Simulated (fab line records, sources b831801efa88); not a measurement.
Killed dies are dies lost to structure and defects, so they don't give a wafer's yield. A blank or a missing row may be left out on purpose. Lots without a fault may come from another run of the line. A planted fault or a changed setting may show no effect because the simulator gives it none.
Which tool did it? | flow gf180mcu | 12 lots, 36 wafers sampled, at 3 steps of a route of 602

WHAT THE GAUGES READ, wafer by wafer
GF_M4_RS_MEAS_05: measures by four-point-probe.
lot  | measured     | on            | M4_ALCU_RS (ohm/sq)
L960 | day 24 16:44 | film_metro-02 | 0.0707 0.0713 0.0711
L961 | day 25 02:55 | film_metro-02 | 0.0691 0.0696 0.0688
L962 | day 25 04:29 | film_metro-01 | 0.0693 0.0697 0.0701
L966 | day 26 15:20 | film_metro-02 | 0.0692 0.0690 0.0691
L967 | day 26 20:54 | film_metro-02 | 0.0703 0.0695 0.0695
L969 | day 27 15:32 | film_metro-02 | 0.0708 0.0708 0.0704
L970 | day 27 20:02 | film_metro-01 | 0.0687 0.0686 0.0690
L971 | day 28 02:30 | film_metro-04 | 0.0694 0.0694 0.0699
L972 | day 28 11:53 | film_metro-01 | 0.0704 0.0704 0.0696
L975 | day 29 03:26 | film_metro-04 | 0.0688 0.0691 0.0694
L976 | day 29 11:16 | film_metro-02 | 0.0693 0.0700 0.0689
L977 | day 29 18:41 | film_metro-01 | 0.0705 0.0702 0.0708

WHICH TOOL RAN EACH LOT (tool, then ch and the chambers of the sampled wafers, then the start)
lot  | GF_V3_SPUTTER_22             | GF_M4_SPUTTER_01
L960 | pvd_sputter-03, day 24 15:52 | pvd_sputter-04, day 24 16:36
L961 | pvd_sputter-03, day 25 02:04 | pvd_sputter-01, day 25 02:48
L962 | pvd_sputter-02, day 25 03:35 | pvd_sputter-03, day 25 04:19
L966 | pvd_sputter-02, day 26 14:20 | pvd_sputter-03, day 26 15:11
L967 | pvd_sputter-04, day 26 20:03 | pvd_sputter-03, day 26 20:47
L969 | pvd_sputter-03, day 27 14:10 | pvd_sputter-04, day 27 15:23
L970 | pvd_sputter-03, day 27 19:11 | pvd_sputter-03, day 27 19:55
L971 | pvd_sputter-02, day 28 01:38 | pvd_sputter-03, day 28 02:22
L972 | pvd_sputter-04, day 28 10:59 | pvd_sputter-01, day 28 11:43
L975 | pvd_sputter-04, day 29 02:32 | pvd_sputter-03, day 29 03:15
L976 | pvd_sputter-03, day 29 10:23 | pvd_sputter-01, day 29 11:07
L977 | pvd_sputter-02, day 29 17:50 | pvd_sputter-04, day 29 18:34
- GF_V3_SPUTTER_22: material TiN, target thk 10 nm, time 40 s.
- GF_M4_SPUTTER_01: material TiN, target thk 30 nm, time 25 s.

WHAT THE TOOLS THEMSELVES READ (means of the sampled wafers that have a number; where no wafer has one, the mark that the record gives instead)
GF_V3_SPUTTER_22.
lot  | tool           | cathode_dc_power_W (W) | chamber_pressure_pa (Pa) | throttle_valve_pct (%)
L960 | pvd_sputter-03 | 4000.7                 | 4.999                    | 30.2
L961 | pvd_sputter-03 | 3999.9                 | 5.000                    | 30.4
L962 | pvd_sputter-02 | 3999.6                 | 5.001                    | 29.7
L966 | pvd_sputter-02 | 4000.1                 | 4.999                    | 29.9
L967 | pvd_sputter-04 | 4001.4                 | 4.993                    | 29.9
L969 | pvd_sputter-03 | 3999.6                 | 5.004                    | 30.5
L970 | pvd_sputter-03 | 3999.7                 | 4.996                    | 30.3
L971 | pvd_sputter-02 | 4000.1                 | 5.006                    | 30.2
L972 | pvd_sputter-04 | 3999.7                 | 5.004                    | 29.6
L975 | pvd_sputter-04 | 4000.2                 | 5.000                    | 29.2
L976 | pvd_sputter-03 | 4000.3                 | 5.004                    | 30.0
L977 | pvd_sputter-02 | 4000.5                 | 5.004                    | 29.5

GF_M4_SPUTTER_01.
lot  | tool           | cathode_dc_power_W (W) | chamber_pressure_pa (Pa) | throttle_valve_pct (%)
L960 | pvd_sputter-04 | 6499.0                 | 0.4002                   | 29.6
L961 | pvd_sputter-01 | 6500.5                 | 0.4002                   | 30.2
L962 | pvd_sputter-03 | 6500.7                 | 0.4004                   | 30.1
L966 | pvd_sputter-03 | 6499.9                 | 0.3997                   | 30.8
L967 | pvd_sputter-03 | 6499.4                 | 0.3990                   | 29.8
L969 | pvd_sputter-04 | 6499.7                 | 0.3999                   | 29.6
L970 | pvd_sputter-03 | -                      | -                        | -
L971 | pvd_sputter-03 | -                      | -                        | -
L972 | pvd_sputter-01 | -                      | -                        | -
L975 | pvd_sputter-03 | 6500.7                 | 0.4003                   | 29.8
L976 | pvd_sputter-01 | 6499.1                 | 0.3995                   | 29.8
L977 | pvd_sputter-04 | 6500.4                 | 0.4000                   | 28.9

THE ANSWER, worked out from the rows above alone
Rule: what is usual is taken from the lots themselves. Put in order of their means at a reading, lots are off if they are a third of the lots or fewer, leave a main group of 4 or more, and stand apart from it by a gap of 3 or more times the standard deviation of the main group's means; of several such gaps the widest counts. A main group whose means are all the same, to the digits that the tables above print for the reading, isn't used. A lot without any number at a reading at which 4 lots or more have one is off too. The other lots that the step has rows for count as sound. The gauges are gone through in route order, then the tools' own readings, and for those a lot's mean is taken as printed above. The first step at which some lot is off is used, and at that step the reading that is off furthest; a lot without a number counts as furthest.
Off: L970, L971, L972, at GF_M4_SPUTTER_01 (cathode_dc_power_W). Without a number there: L970, L971, L972. The main group: mean 6499.9 W, standard deviation 0.63.
A tool fits if, at that step or a process step before it, it ran every lot that is off, and no sound lot after the first of them. None of those tried fits.

WHAT THE SIMULATOR HAD PUT IN
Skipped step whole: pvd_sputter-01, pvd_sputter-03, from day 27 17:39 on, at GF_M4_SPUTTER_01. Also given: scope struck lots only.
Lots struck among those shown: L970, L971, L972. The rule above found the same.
